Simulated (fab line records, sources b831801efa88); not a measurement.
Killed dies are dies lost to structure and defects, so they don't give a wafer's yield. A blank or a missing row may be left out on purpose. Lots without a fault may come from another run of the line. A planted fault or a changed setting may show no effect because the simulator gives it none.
Problem report in the 8D (eight disciplines) form, filled by code | flow sky130 | the parts of the form that need people (team, actions taken, sign-off) are left out

1. THE PROBLEM
METAL2_ALCU_RS at SKY_METAL2_RS_MEAS_05 reads a mean of 0.0993 ohm/sq on 2 wafers of 2 lots; wafers without a fault read 0.1264 ohm/sq with a standard deviation of 0.0019. That is -14 standard deviations from the usual mean.
The step: measures by four-point-probe.
First seen on wafer L893.2, day 37 21:10, on film_metro-04. The record holds 30 wafers of 10 lots with a number at this step. Rule for "out", or "out of limits": more than 4 standard deviations from the usual mean. The other wafers with a number count as sound.

2. WHAT IT IS AND WHAT IT IS NOT
question                    | is                           | is not
which readings at this step | METAL2_ALCU_RS               | -
which lots                  | L893, L895                   | L882, L883, L886, L888, L900, L901, L903, L904
which wafers of those lots  | L893.2, L895.3               | L893.5, L893.6, L895.1, L895.2
read on which gauges        | film_metro-01, film_metro-04 | film_metro-02
when                        | from day 37 21:10            | up to then (14 sound wafers); but 14 sound wafers of L895, L900, L901, L903, L904 came after

3. SUSPECTS, AND WHAT RULES EACH OUT
Counting: a tool at a process step up to the reading stays a suspect if it ran every lot that is out. Sound lots after the first of them don't rule it out here, since some wafers of a struck lot are sound.
- the gauge at SKY_METAL2_RS_MEAS_05: ruled out. The wafers that are out were read on 2 gauges (film_metro-01, film_metro-04).
- pvd_sputter-04 at SKY_METAL2_SPUTTER_02 (material AlCu, target thk 250 nm, time 13.3 s): kept. It ran every lot that is out, first L893 (day 37 21:04); its last sound lot up to then is L888 (day 36 15:08).
Left after counting: pvd_sputter-04 at SKY_METAL2_SPUTTER_02.

4. THE CAUSE (what the simulator had put in)
Process parameter drift: pvd_sputter-04, from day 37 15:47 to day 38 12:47, at SKY_METAL2_SPUTTER_02. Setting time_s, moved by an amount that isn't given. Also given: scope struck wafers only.
Counting left only this tool.

5. THE CHAIN OF EFFECTS, in route order
Each row: a reading whose mean over the struck wafers that have a number lies more than 3 standard deviations from the usual. Only readings for which the record gives a usual standard deviation are gone through. hours: the time from each lot's start at the first step in this table that gives one to its start at this step, as a median over the lots. sigmas: the change in usual standard deviations.
hours | step                     | reading         | usual         | on struck wafers | change  | sigmas
0     | SKY_METAL2_RS_MEAS_05    | METAL2_ALCU_RS  | 0.1264 ohm/sq | 0.0993           | -0.0271 | -14
0     | SKY_METAL2_THK_MEAS_06   | METAL2_ALCU_THK | 248 nm        | 312              | +64     | +16
25    | SKY_METAL2_METAL_ETCH_19 | oes_product_au  | 0.855 a.u.    | 0.901            | +0.046  | +7.2
The process steps in it:
- SKY_METAL2_METAL_ETCH_19: etches the open film in Cl2/BCl3, stops on SiO2, target depth 360 nm, time 78 s.

6. WHAT WOULD HAVE CAUGHT IT SOONER
In this record the first reading out of limits at a measuring or inspecting step was taken at day 37 21:10, 5 hours after the fault began at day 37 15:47.
Of the tool readings at SKY_METAL2_SPUTTER_02 for which the record gives a usual standard deviation, none was out on any struck wafer, so an alarm limit of 4 standard deviations on them would not have fired.
Of the lots that are out (2), L895 began SKY_METAL2_SPUTTER_02 on pvd_sputter-04 after day 37 21:10. A hold on the tool at that time would have spared it.
